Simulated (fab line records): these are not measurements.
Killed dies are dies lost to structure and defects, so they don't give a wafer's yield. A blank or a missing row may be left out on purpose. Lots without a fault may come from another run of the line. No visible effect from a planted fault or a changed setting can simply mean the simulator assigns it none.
The tool behind it: which one? + flow gf180mcu + Sampling: 11 lots, 33 wafers, 5 of 602 route steps

== WHAT THE GAUGES READ, wafer by wafer ==
GF_VT_IMPLANT_RS_MEAS_49: a four-point-probe measurement. Usual: for MVPSD_RS the level is 1169 ohm/sq and the standard deviation is 3.3.
| lot  | measured     | on            | MVPSD_RS (ohm/sq) | flag |
|------|--------------|---------------|-------------------|------|
| L716 | day 8 14:17  | film metro-04 | 1172 1174 1168    |      |
| L718 | day 8 19:50  | film metro-03 | 1172 1176 1167    |      |
| L717 | day 8 22:32  | film metro-04 | 1171 1169 1171    |      |
| L723 | day 10 10:13 | film metro-03 | 1172 1173 1172    |      |
| L724 | day 10 15:13 | film metro-04 | 1167 1169 1167    |      |
| L725 | day 10 21:45 | film metro-03 | 1169 1173 1170    |      |
| L726 | day 11 05:53 | film metro-03 | 1165 1170 1166    |      |
| L727 | day 11 10:49 | film metro-04 | 1170 1170 1167    |      |
| L728 | day 11 20:19 | film metro-02 | 1163 1163 1165    |      |
| L735 | day 13 16:52 | film metro-02 | 1162 1160 1164    |      |
| L736 | day 14 00:41 | film metro-02 | 1164 1165 1167    |      |

GF_HV_LDD_CD_MEAS_31: the cd target is 400 nm. Usual: cd nm reads 399.8 nm (standard deviation 2.6).
| lot  | measured     | on        | cd nm (nm)        | flag |
|------|--------------|-----------|-------------------|------|
| L716 | day 12 18:45 | cd sem-01 | 401.8 401.0 400.2 |      |
| L718 | day 12 23:07 | cd sem-01 | 399.9 399.2 399.2 |      |
| L717 | day 13 03:33 | cd sem-01 | 405.3 404.3 406.3 |      |
| L723 | day 14 20:31 | cd sem-01 | 395.1 397.1 395.8 |      |
| L724 | day 15 06:15 | cd sem-01 | 400.2 398.8 399.7 |      |
| L725 | day 15 11:41 | cd sem-01 | 400.9 402.3 403.7 |      |
| L726 | day 15 18:30 | cd sem-02 | 400.5 398.6 399.9 |      |
| L727 | day 16 01:45 | cd sem-02 | 401.1 397.8 400.3 |      |
| L728 | day 16 14:15 | cd sem-02 | 396.2 395.3 395.6 |      |
| L735 | day 18 15:46 | cd sem-02 | 401.8 404.0 403.1 |      |
| L736 | day 19 01:42 | cd sem-02 | 396.2 395.1 398.4 |      |

GF_CONTACT_RS_MEAS_25: a four-point-probe measurement. Usual: for CONTACT_W_RS the level is 0.387 ohm/sq and the standard deviation is 0.0036.
| lot  | measured     | on            | CONTACT_W_RS (ohm/sq)               | flag |
|------|--------------|---------------|-------------------------------------|------|
| L716 | day 17 12:52 | film metro-04 | 0.390 0.385 0.389                   |      |
| L718 | day 17 17:47 | film metro-02 | 0.385 0.382 0.380                   |      |
| L717 | day 17 21:52 | film metro-02 | 0.381 0.382 0.383                   |      |
| L723 | day 19 23:14 | film metro-03 | 0.386 0.383 0.387                   |      |
| L724 | day 20 10:46 | film metro-02 | 0.388 0.386 0.386                   |      |
| L725 | day 20 16:04 | film metro-04 | 0.554 0.390 0.386 0.553 0.390 0.386 | OFF  |
| L726 | day 20 23:16 | film metro-02 | 0.385 0.394 0.389                   |      |
| L727 | day 21 05:49 | film metro-03 | 0.548 0.387 0.389 0.548 0.387 0.389 | OFF  |
| L728 | day 21 20:24 | film metro-02 | 0.390 0.398 0.392                   |      |
| L735 | day 23 23:01 | film metro-02 | 0.387 0.381 0.382                   |      |
| L736 | day 24 06:52 | film metro-03 | 0.390 0.396 0.392                   |      |

GF_CONTACT_THK_MEAS_26: measures by xrf. Usual: for CONTACT_W_THK the level is 301 nm and the standard deviation is 3.8.
| lot  | measured     | on            | CONTACT_W_THK (nm)      | flag |
|------|--------------|---------------|-------------------------|------|
| L716 | day 17 12:59 | film metro-04 | 298 303 300             |      |
| L718 | day 17 17:53 | film metro-02 | 299 301 304             |      |
| L717 | day 17 21:59 | film metro-02 | 301 301 302             |      |
| L723 | day 19 23:20 | film metro-03 | 305 310 305             |      |
| L724 | day 20 10:53 | film metro-02 | 299 299 302             |      |
| L725 | day 20 20:48 | film metro-04 | 211 302 302 211 298 302 | OFF  |
| L726 | day 20 23:23 | film metro-02 | 300 294 300             |      |
| L727 | day 21 07:32 | film metro-03 | 215 303 301 215 303 300 | OFF  |
| L728 | day 21 20:31 | film metro-02 | 297 289 294             |      |
| L735 | day 23 23:08 | film metro-02 | 297 303 302             |      |
| L736 | day 24 06:59 | film metro-03 | 302 297 301             |      |

== WHICH TOOL RAN EACH LOT (tool, then ch and the chambers of the sampled wafers, then the start) ==
| lot  | GF_CONTACT_CVD_24             |
|------|-------------------------------|
| L716 | cvd w-02 ch 0,1, day 17 12:46 |
| L718 | cvd w-02 ch 0,1, day 17 17:40 |
| L717 | cvd w-01 ch 0,1, day 17 21:46 |
| L723 | cvd w-01 ch 0,1, day 19 23:07 |
| L724 | cvd w-01 ch 0,1, day 20 10:40 |
| L725 | cvd w-01 ch 0,1, day 20 15:57 |
| L726 | cvd w-02 ch 0,1, day 20 23:10 |
| L727 | cvd w-01 ch 0,1, day 21 05:43 |
| L728 | cvd w-02 ch 0,1, day 21 20:18 |
| L735 | cvd w-02 ch 0,1, day 23 22:54 |
| L736 | cvd w-01 ch 0,1, day 24 06:46 |
- GF_CONTACT_CVD_24: deposits W, target thk 300 nm, time 90.339 s.

== WHAT THE TOOLS THEMSELVES READ (means of the sampled wafers that have a number; where no wafer has one, the mark that the record gives instead) ==
GF_CONTACT_CVD_24. Usual: chamber pressure Torr 40.00 Torr, standard deviation 0.095; heater power w 731 W, standard deviation 81; susceptor temp C 399.98 C, standard deviation 0.18.
| lot  | tool     | chamber pressure Torr (Torr) | heater power w (W) | susceptor temp C (C) | flag |
|------|----------|------------------------------|--------------------|----------------------|------|
| L716 | cvd w-02 | 39.97                        | 825                | 400.02               |      |
| L718 | cvd w-02 | 40.00                        | 752                | 400.02               |      |
| L717 | cvd w-01 | 40.00                        | 682                | 400.01               |      |
| L723 | cvd w-01 | 40.02                        | 675                | 400.25               |      |
| L724 | cvd w-01 | 40.03                        | 673                | 400.25               |      |
| L725 | cvd w-01 | 40.01                        | 640                | 393.48               | OFF  |
| L726 | cvd w-02 | 40.00                        | 818                | 400.03               |      |
| L727 | cvd w-01 | 40.01                        | 645                | 393.88               | OFF  |
| L728 | cvd w-02 | 39.98                        | 773                | 400.03               |      |
| L735 | cvd w-02 | 40.00                        | 780                | 400.02               |      |
| L736 | cvd w-01 | 40.06                        | 688                | 399.91               |      |

== THE ANSWER, worked out from the rows above alone ==
Rule: lot off if the mean of its wafers having a number is beyond 3 standard deviations from the usual mean. A lot without any number at a reading at which 4 lots or more have one is off too. Where the step has rows for the other lots, those lots are counted as sound. After the gauges, taken in route order, come the tools' own readings; for these a lot's mean is taken, as printed above. At the first step where some lot is off, the reading lying furthest off is the one used; lots without a number count as furthest.
Off: L725, L727, at GF_CONTACT_RS_MEAS_25 (CONTACT_W_RS).
If a tool, at a process step before that reading, ran all the lots that are off and no sound lot after the first of them, it fits. Not tried: the gauges at GF_CONTACT_RS_MEAS_25; whatever is off there is also off at GF_CONTACT_CVD_24, on other tools, and gauge error can't account for it. None of those tried fits.

== WHAT HAD BEEN PUT IN BY THE SIMULATOR ==
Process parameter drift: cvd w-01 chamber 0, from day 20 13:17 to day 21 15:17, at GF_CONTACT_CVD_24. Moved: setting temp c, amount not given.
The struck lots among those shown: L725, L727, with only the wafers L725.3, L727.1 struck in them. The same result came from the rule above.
